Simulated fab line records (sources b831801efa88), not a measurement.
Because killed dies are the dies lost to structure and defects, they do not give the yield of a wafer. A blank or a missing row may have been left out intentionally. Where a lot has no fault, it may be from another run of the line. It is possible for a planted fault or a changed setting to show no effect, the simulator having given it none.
The tool behind it: which one? -- flow sky130 -- 12 lots with 36 wafers sampled at 5 steps, on a route of 708 steps

WHAT THE GAUGES SHOWED, per wafer
No reading from a measuring or inspecting step in the record can be judged against a usual standard deviation.

WHICH TOOL RAN EACH LOT (tool, then ch and the chambers of the sampled wafers, then the start)
lot,SKY_METAL2_SPUTTER_03,SKY_METAL2_SPUTTER_04,SKY_VIA2_ETCH_14,SKY_METAL3_SPUTTER_01,SKY_PAD_OPEN_PROBE_99
L476,"pvd-sputter-04, day 33 16:13","pvd-sputter-04, day 33 16:14","rie-diel-04 ch 1,2, day 35 22:35","pvd-sputter-02, day 36 00:01","prober-01, day 45 12:44"
L477,"pvd-sputter-01, day 34 04:55","pvd-sputter-01, day 34 04:56","rie-diel-04 ch 2,3, day 36 10:17","pvd-sputter-02, day 36 11:46","prober-02, day 45 20:40"
L478,"pvd-sputter-04, day 34 11:47","pvd-sputter-04, day 34 11:49","rie-diel-03 ch 1,2,3, day 36 19:41","pvd-sputter-02, day 36 21:05","prober-01, day 46 03:53"
L482,"pvd-sputter-02, day 35 22:49","pvd-sputter-02, day 35 22:50","rie-diel-03 ch 1,3, day 38 04:10","pvd-sputter-03, day 38 05:34","prober-01, day 47 06:49"
L483,"pvd-sputter-01, day 36 12:20","pvd-sputter-01, day 36 12:21","rie-diel-04 ch 0,1,2, day 38 16:43","pvd-sputter-03, day 38 18:07","prober-02, day 47 13:28"
L484,"pvd-sputter-01, day 36 15:54","pvd-sputter-01, day 36 15:55","rie-diel-03 ch 0,2,3, day 38 20:52","pvd-sputter-03, day 38 22:16","prober-01, day 47 19:34"
L485,"pvd-sputter-02, day 37 06:35","pvd-sputter-02, day 37 06:37","rie-diel-03 ch 0,1,2, day 39 10:58","pvd-sputter-02, day 39 12:52","prober-02, day 48 07:13"
L487,"pvd-sputter-01, day 37 13:19","pvd-sputter-01, day 37 13:20","rie-diel-04 ch 0,1, day 39 17:28","pvd-sputter-01, day 39 18:54","prober-01, day 48 11:19"
L486,"pvd-sputter-02, day 37 15:36","pvd-sputter-02, day 37 15:37","rie-diel-04 ch 1,2, day 39 19:50","pvd-sputter-02, day 39 21:38","prober-02, day 48 11:25"
L488,"pvd-sputter-04, day 38 01:08","pvd-sputter-04, day 38 01:10","rie-diel-04 ch 0,1, day 40 05:43","pvd-sputter-03, day 40 07:12","prober-01, day 48 21:31"
L490,"pvd-sputter-04, day 38 13:04","pvd-sputter-04, day 38 13:05","rie-diel-01 ch 0,1,3, day 40 17:31","pvd-sputter-01, day 40 18:55","prober-01, day 49 05:14"
L494,"pvd-sputter-04, day 41 10:20","pvd-sputter-04, day 41 10:21","rie-diel-03 ch 0,3, day 43 11:29","pvd-sputter-01, day 43 13:01","prober-01, day 51 03:52"
- SKY_METAL2_SPUTTER_03: material Ti, target thk 5 nm, time 3.3 s.
- SKY_METAL2_SPUTTER_04: material TiN, target thk 70 nm, time 58.3 s.
- SKY_VIA2_ETCH_14: etches BARC in N2/H2, stops on SiO2, time 45.9 s, target depth 60 nm.
- SKY_METAL3_SPUTTER_01: material TiN, target thk 20 nm, time 16.7 s.
- SKY_PAD_OPEN_PROBE_99

AS READ BY THE TOOLS THEMSELVES (means over the sampled wafers that have a number; for cases with no such wafer, the mark the record gives instead)
SKY_METAL2_SPUTTER_03. Usual: 30.4 % for throttle-valve-pct, sd 1.1.
lot,tool,throttle-valve-pct (%),flag
L476,pvd-sputter-04,31.0,
L477,pvd-sputter-01,30.8,
L478,pvd-sputter-04,30.6,
L482,pvd-sputter-02,30.5,
L483,pvd-sputter-01,30.5,
L484,pvd-sputter-01,30.8,
L485,pvd-sputter-02,30.8,
L487,pvd-sputter-01,30.3,
L486,pvd-sputter-02,28.6,
L488,pvd-sputter-04,30.9,
L490,pvd-sputter-04,30.6,
L494,pvd-sputter-04,30.6,

SKY_METAL2_SPUTTER_04. Usual: 30.4 % for throttle-valve-pct, sd 1.1.
lot,tool,throttle-valve-pct (%),flag
L476,pvd-sputter-04,30.9,
L477,pvd-sputter-01,30.7,
L478,pvd-sputter-04,30.7,
L482,pvd-sputter-02,30.3,
L483,pvd-sputter-01,30.7,
L484,pvd-sputter-01,31.0,
L485,pvd-sputter-02,30.9,
L487,pvd-sputter-01,30.3,
L486,pvd-sputter-02,28.7,
L488,pvd-sputter-04,30.9,
L490,pvd-sputter-04,30.5,
L494,pvd-sputter-04,30.4,

SKY_VIA2_ETCH_14. Usual: drypump-motor-current-A 5.5 A, standard deviation 0.45; oes-product-au 0.854 a.u., standard deviation 0.0051; rf-fwd-power-W 494.7 W, standard deviation 2.4; throttle-valve-pct 13.225 %, standard deviation 0.0098.
lot,tool,drypump-motor-current-A (A),oes-product-au (a.u.),rf-fwd-power-W (W),throttle-valve-pct (%),flag
L476,rie-diel-04,5.2,0.853,492.7,13.231,
L477,rie-diel-04,5.4,0.857,498.6,13.227,
L478,rie-diel-03,5.4,0.849,496.9,13.223,
L482,rie-diel-03,5.5,0.858,492.9,13.232,
L483,rie-diel-04,5.4,0.847,493.3,13.223,
L484,rie-diel-03,5.4,0.853,494.8,13.231,
L485,rie-diel-03,5.7,0.854,496.7,13.226,
L487,rie-diel-04,5.4,0.853,490.0,13.227,
L486,rie-diel-04,5.2,0.859,493.5,13.226,
L488,rie-diel-04,5.1,0.852,545.2,13.221,OFF
L490,rie-diel-01,5.5,0.857,495.3,13.225,
L494,rie-diel-03,5.6,0.856,492.8,13.231,

SKY_METAL3_SPUTTER_01. Usual: 30.2 % for throttle-valve-pct, sd 1.1.
lot,tool,throttle-valve-pct (%),flag
L476,pvd-sputter-02,29.1,
L477,pvd-sputter-02,30.2,
L478,pvd-sputter-02,29.6,
L482,pvd-sputter-03,30.8,
L483,pvd-sputter-03,29.9,
L484,pvd-sputter-03,30.2,
L485,pvd-sputter-02,30.2,
L487,pvd-sputter-01,30.9,
L486,pvd-sputter-02,29.2,
L488,pvd-sputter-03,31.1,
L490,pvd-sputter-01,31.1,
L494,pvd-sputter-01,30.4,

SKY_PAD_OPEN_PROBE_99. Usual: defect-limited-yield 82.6 %, standard deviation 1.9; killed_at_M0_to_M3 43, standard deviation 7.3; killed_at_M4_up 3.0, standard deviation 2; killed-at-contacts 24, standard deviation 5.2; killed-at-front-end 15, standard deviation 4.4; killed-at-other 0.2, standard deviation 0.48; killed-dies 86, standard deviation 9.1; killed-open 47, standard deviation 7.3; killed-short 38, standard deviation 6.4; sort_bin_3_pad_short 0.8 %, standard deviation 0.38; sort_bin_5_function 10.5 %, standard deviation 1.4; sort_bin_6_memory 6.1 %, standard deviation 1.1; sort-n-pass 406, standard deviation 9.1; sort-yield-pct 82.6 %, standard deviation 1.9.
lot,tool,defect-limited-yield (%),killed_at_M0_to_M3,killed_at_M4_up,killed-at-contacts,killed-at-front-end,killed-at-other,killed-dies,killed-open,killed-short,sort_bin_3_pad_short (%),sort_bin_5_function (%),sort_bin_6_memory (%),sort-n-pass,sort-yield-pct (%),flag
L476,prober-01,83.5,40,5.0,25,12,0.0,81,43,39,1.2,9.8,5.5,411,83.5,
L477,prober-02,82.8,42,2.3,28,12,0.7,85,51,32,0.7,10.1,6.4,407,82.8,
L478,prober-01,84.5,42,2.0,25,8,0.0,76,41,35,0.7,9.0,5.8,416,84.5,
L482,prober-01,81.6,52,3.0,24,11,0.3,91,52,39,0.8,12.0,5.6,401,81.6,
L483,prober-02,83.7,36,3.0,26,14,0.3,80,42,38,0.6,10.4,5.3,412,83.7,
L484,prober-01,82.0,45,1.3,24,18,0.3,88,45,43,0.8,11.4,5.8,404,82.0,
L485,prober-02,83.5,41,2.7,24,14,0.0,81,41,40,1.0,9.1,6.3,411,83.5,
L487,prober-01,83.4,43,2.7,18,18,0.0,82,45,37,0.8,9.7,6.0,410,83.4,
L486,prober-02,83.0,45,4.7,16,18,0.0,83,38,45,0.9,10.2,5.9,409,83.0,
L488,prober-01,82.5,41,2.7,27,16,0.0,86,43,43,1.2,10.7,5.6,406,82.5,
L490,prober-01,81.2,41,4.0,29,18,0.7,92,47,45,1.1,10.4,7.3,400,81.2,
L494,prober-01,82.9,43,2.0,29,10,0.3,84,41,44,0.8,11.1,5.3,408,82.9,

THE ANSWER, worked out from the rows above alone
Rule: take the mean of a lot's wafers that have a number; if it is more than 3 standard deviations from the usual mean, the lot is off. Also off: a lot with no number at a reading for which 4 or more lots have one. The other lots that the step has rows for count as sound. First the gauges in route order, then the tools' own readings, where a lot's mean is used as printed above. The first step at which some lot is off is used, and at that step the reading that is off furthest; a lot without a number counts as furthest.
Off: L488 (SKY_VIA2_ETCH_14, rf-fwd-power-W).
If a tool, at that step or one of the process steps before it, ran each lot that is off and ran no sound lot following the first of them, it fits. One candidate fits, namely rie-diel-04 at SKY_VIA2_ETCH_14. A fault onset in the window from L486 (day 39 19:50, its last sound lot) to L488 (day 40 05:43, its first lot off) fits.
On the lots that are off, the tool's own readings at SKY_VIA2_ETCH_14 differ by more than 5 times the standard deviation of the sound lots' means, which bears it out; rf-fwd-power-W reads 545.2 W there versus 494.3 W on the sound lots.

WHAT HAD BEEN PUT IN BY THE SIMULATOR
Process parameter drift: rie-diel-04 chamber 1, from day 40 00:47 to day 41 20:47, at SKY_VIA2_ETCH_14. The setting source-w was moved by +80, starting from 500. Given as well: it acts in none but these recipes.
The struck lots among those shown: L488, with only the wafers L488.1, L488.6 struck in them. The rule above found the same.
